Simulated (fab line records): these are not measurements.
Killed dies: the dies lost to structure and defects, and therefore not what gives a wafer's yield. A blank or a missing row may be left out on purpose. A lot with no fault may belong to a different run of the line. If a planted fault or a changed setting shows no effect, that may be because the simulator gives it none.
Which tool is to blame? + flow gf180mcu + 14 lots with 42 wafers sampled at 4 steps, on a route of 602 steps

== WHAT EACH GAUGE READ, for each wafer ==
Not one reading of a measure or inspect step in the record can be checked against a usual standard deviation.

== WHICH TOOL RAN EACH LOT (tool, then ch and the chambers of the sampled wafers, then the start) ==
| lot  | GF_HV_LDD_STRIP_37                   | GF_HV_LDD_STRIP_49                   | GF_HV_LDD_CVD_54            | GF_HV_LDD_ETCHBACK_58              |
|------|--------------------------------------|--------------------------------------|-----------------------------|------------------------------------|
| L196 | plasma asher-03 ch 0,1, day 12 01:11 | plasma asher-03 ch 0,1, day 12 20:38 | lpcvd-01 ch 0, day 12 21:11 | rie diel-04 ch 1,2, day 12 23:59   |
| L197 | plasma asher-03 ch 0,1, day 12 08:41 | plasma asher-02 ch 0,1, day 13 04:20 | lpcvd-02 ch 0, day 13 05:34 | rie diel-02 ch 1,2,3, day 13 08:08 |
| L199 | plasma asher-03 ch 0,1, day 12 19:08 | plasma asher-02 ch 0,1, day 13 15:16 | lpcvd-02 ch 0, day 13 15:40 | rie diel-01 ch 0,3, day 13 18:14   |
| L200 | plasma asher-03 ch 0,1, day 13 12:09 | plasma asher-02 ch 0,1, day 14 09:27 | lpcvd-01 ch 1, day 14 09:49 | rie diel-02 ch 0,2,3, day 14 12:53 |
| L201 | plasma asher-02 ch 0,1, day 13 21:43 | plasma asher-04 ch 0, day 14 18:11   | lpcvd-01 ch 1, day 14 18:35 | rie diel-02 ch 0,2, day 14 21:10   |
| L202 | plasma asher-03 ch 0,1, day 14 00:44 | plasma asher-03 ch 0,1, day 14 21:23 | lpcvd-01 ch 1, day 14 21:47 | rie diel-02 ch 1,3, day 15 00:22   |
| L206 | plasma asher-02 ch 0,1, day 15 14:19 | plasma asher-02 ch 0,1, day 16 12:55 | lpcvd-02 ch 0, day 16 13:19 | rie diel-01 ch 2,3, day 16 16:20   |
| L209 | plasma asher-04 ch 0,1, day 16 05:15 | plasma asher-03 ch 0,1, day 17 04:15 | lpcvd-01 ch 1, day 17 04:37 | rie diel-01 ch 1,2, day 17 07:13   |
| L210 | plasma asher-04 ch 0,1, day 17 03:53 | plasma asher-03 ch 0,1, day 18 03:28 | lpcvd-01 ch 1, day 18 03:52 | rie diel-04 ch 0,3, day 18 07:48   |
| L212 | plasma asher-02 ch 0,1, day 17 14:58 | plasma asher-02 ch 0,1, day 18 15:38 | lpcvd-01 ch 1, day 18 16:02 | rie diel-04 ch 0,3, day 18 18:55   |
| L215 | plasma asher-03 ch 0,1, day 18 09:23 | plasma asher-04 ch 0,1, day 19 10:02 | lpcvd-01 ch 1, day 19 10:25 | rie diel-01 ch 0,2,3, day 19 12:59 |
| L216 | plasma asher-04 ch 0,1, day 18 14:58 | plasma asher-02 ch 0,1, day 19 15:59 | lpcvd-02 ch 1, day 19 16:22 | rie diel-02 ch 0,2,3, day 19 18:56 |
| L217 | plasma asher-02 ch 0,1, day 18 18:20 | plasma asher-02 ch 0,1, day 19 19:19 | lpcvd-01 ch 0, day 19 19:43 | rie diel-01 ch 1,2,3, day 19 22:17 |
| L218 | plasma asher-04 ch 0,1, day 19 05:26 | plasma asher-04 ch 0,1, day 20 05:46 | lpcvd-01 ch 1, day 20 06:10 | rie diel-02 ch 0,3, day 20 09:27   |
- GF_HV_LDD_STRIP_37: strips in O2/N2.
- GF_HV_LDD_STRIP_49: strips in O2/N2.
- GF_HV_LDD_CVD_54: deposits SiO2 from TEOS, target thk 10 nm, time 75 s.
- GF_HV_LDD_ETCHBACK_58: etches Si3N4 in CH3F/O2, stops on SiO2, time 100 s, target depth 90 nm.

== WHAT THE TOOLS THEMSELVES READ (means of the sampled wafers that have a number; where no wafer has one, the mark that the record gives instead) ==
GF_HV_LDD_STRIP_37.
| lot  | tool            | drypump motor current A (A) | heater power w (W) | oes product au (a.u.) | strip time to endpoint s (s) |
|------|-----------------|-----------------------------|--------------------|-----------------------|------------------------------|
| L196 | plasma asher-03 | 5.63                        | 361                | 0.719                 | 12.625                       |
| L197 | plasma asher-03 | 5.60                        | 378                | 0.713                 | 12.594                       |
| L199 | plasma asher-03 | 5.63                        | 357                | 0.713                 | 12.602                       |
| L200 | plasma asher-03 | 5.64                        | 359                | 0.710                 | 12.587                       |
| L201 | plasma asher-02 | 5.67                        | 367                | 0.718                 | 12.620                       |
| L202 | plasma asher-03 | 5.60                        | 372                | 0.719                 | 12.648                       |
| L206 | plasma asher-02 | 5.67                        | 371                | 0.719                 | 12.626                       |
| L209 | plasma asher-04 | 5.79                        | 347                | 0.717                 | 12.622                       |
| L210 | plasma asher-04 | 5.76                        | 334                | 0.714                 | 12.599                       |
| L212 | plasma asher-02 | 5.84                        | 396                | 0.716                 | 12.631                       |
| L215 | plasma asher-03 | 5.59                        | 375                | 0.713                 | 12.653                       |
| L216 | plasma asher-04 | 5.81                        | 343                | 0.714                 | 12.643                       |
| L217 | plasma asher-02 | 5.67                        | 372                | 0.715                 | 12.630                       |
| L218 | plasma asher-04 | 5.76                        | 333                | 0.717                 | 12.613                       |

GF_HV_LDD_STRIP_49.
| lot  | tool            | drypump motor current A (A) | heater power w (W) | oes product au (a.u.) | strip time to endpoint s (s) |
|------|-----------------|-----------------------------|--------------------|-----------------------|------------------------------|
| L196 | plasma asher-03 | 5.58                        | 373                | 0.714                 | 12.59                        |
| L197 | plasma asher-02 | 5.87                        | 397                | 0.716                 | 12.56                        |
| L199 | plasma asher-02 | 5.86                        | 392                | 0.715                 | 12.59                        |
| L200 | plasma asher-02 | 5.67                        | 372                | 0.714                 | 12.64                        |
| L201 | plasma asher-04 | 5.80                        | 341                | 0.716                 | 12.62                        |
| L202 | plasma asher-03 | 5.63                        | 358                | 0.723                 | 12.68                        |
| L206 | plasma asher-02 | 5.85                        | 393                | 0.712                 | 12.65                        |
| L209 | plasma asher-03 | 5.64                        | 362                | 0.713                 | 12.61                        |
| L210 | plasma asher-03 | 5.64                        | 363                | 0.717                 | 12.61                        |
| L212 | plasma asher-02 | 5.68                        | 368                | 0.715                 | 12.67                        |
| L215 | plasma asher-04 | 5.77                        | 337                | 0.716                 | 12.58                        |
| L216 | plasma asher-02 | 5.87                        | 389                | 0.720                 | 12.58                        |
| L217 | plasma asher-02 | 5.68                        | 373                | 0.712                 | 12.58                        |
| L218 | plasma asher-04 | 5.79                        | 341                | 0.712                 | 12.65                        |

GF_HV_LDD_CVD_54.
| lot  | tool     | pressure mtorr (mTorr) | spike tc bottom C (C) | susceptor temp C (C) | zone power top pct (%) |
|------|----------|------------------------|-----------------------|----------------------|------------------------|
| L196 | lpcvd-01 | 399.1                  | 701.7                 | 680.2                | 20.5                   |
| L197 | lpcvd-02 | 399.6                  | 702.9                 | 680.2                | 21.1                   |
| L199 | lpcvd-02 | 399.1                  | 703.5                 | 680.5                | 21.1                   |
| L200 | lpcvd-01 | 399.2                  | 697.6                 | 679.9                | 24.7                   |
| L201 | lpcvd-01 | -                      | -                     | -                    | -                      |
| L202 | lpcvd-01 | -                      | -                     | -                    | -                      |
| L206 | lpcvd-02 | 400.5                  | 702.4                 | 680.1                | 21.0                   |
| L209 | lpcvd-01 | 401.6                  | 698.1                 | 679.8                | 24.7                   |
| L210 | lpcvd-01 | 399.3                  | 698.2                 | 679.9                | 24.8                   |
| L212 | lpcvd-01 | 399.0                  | 697.9                 | 680.2                | 24.8                   |
| L215 | lpcvd-01 | 398.4                  | 697.1                 | 679.6                | 24.7                   |
| L216 | lpcvd-02 | 400.7                  | 696.4                 | 680.2                | 25.4                   |
| L217 | lpcvd-01 | 399.1                  | 702.8                 | 680.5                | 20.5                   |
| L218 | lpcvd-01 | 400.4                  | 697.7                 | 679.8                | 24.9                   |

GF_HV_LDD_ETCHBACK_58.
| lot  | tool        | O2_flow_sccm (sccm) | drypump motor current A (A) | oes product au (a.u.) | rf fwd power W (W) | throttle valve pct (%) |
|------|-------------|---------------------|-----------------------------|-----------------------|--------------------|------------------------|
| L196 | rie diel-04 | 29.96               | 5.4                         | 0.848                 | 399.2              | 10.554                 |
| L197 | rie diel-02 | 30.03               | 5.9                         | 0.843                 | 397.9              | 10.550                 |
| L199 | rie diel-01 | 30.00               | 5.8                         | 0.842                 | 396.1              | 10.565                 |
| L200 | rie diel-02 | 30.00               | 5.7                         | 0.841                 | 399.2              | 10.560                 |
| L201 | rie diel-02 | 30.04               | 5.4                         | 0.845                 | 397.4              | 10.557                 |
| L202 | rie diel-02 | 29.97               | 6.2                         | 0.843                 | 398.7              | 10.563                 |
| L206 | rie diel-01 | 29.95               | 6.4                         | 0.840                 | 396.7              | 10.553                 |
| L209 | rie diel-01 | 29.95               | 6.2                         | 0.828                 | 396.0              | 10.564                 |
| L210 | rie diel-04 | 30.01               | 5.7                         | 0.841                 | 398.1              | 10.560                 |
| L212 | rie diel-04 | 29.99               | 5.7                         | 0.844                 | 396.2              | 10.559                 |
| L215 | rie diel-01 | 30.04               | 6.1                         | 0.836                 | 397.2              | 10.569                 |
| L216 | rie diel-02 | 30.00               | 5.7                         | 0.845                 | 399.6              | 10.560                 |
| L217 | rie diel-01 | 29.89               | 6.2                         | 0.844                 | 398.4              | 10.564                 |
| L218 | rie diel-02 | 29.94               | 6.0                         | 0.842                 | 399.5              | 10.554                 |

== THE ANSWER, worked out from the rows above alone ==
Rule: what is usual is taken from the lots themselves. Put in order of their means at a reading, lots are off if they are a third of the lots or fewer, leave a main group of 4 or more, and stand apart from it by a gap of 3 or more times the standard deviation of the main group's means; of several such gaps the widest counts. Not used: any main group whose means are identical at the precision the tables above print for the reading. Also off: a lot with no number at a reading for which 4 or more lots have one. All remaining lots with rows at the step are treated as sound. The gauges are gone through in route order, then the tools' own readings, and for those a lot's mean is taken as printed above. At the first step where some lot is off, the reading lying furthest off is the one used; lots without a number count as furthest.
Off, at GF_HV_LDD_CVD_54 on pressure mtorr: L201, L202. Without a number there: L201, L202. Mean 399.7 mTorr and standard deviation 0.89 in the main group.
If a tool, at that step or one of the process steps before it, ran each lot that is off and ran no sound lot following the first of them, it fits. Of those tried, none fits.

== WHAT THE SIMULATOR PUT IN ==
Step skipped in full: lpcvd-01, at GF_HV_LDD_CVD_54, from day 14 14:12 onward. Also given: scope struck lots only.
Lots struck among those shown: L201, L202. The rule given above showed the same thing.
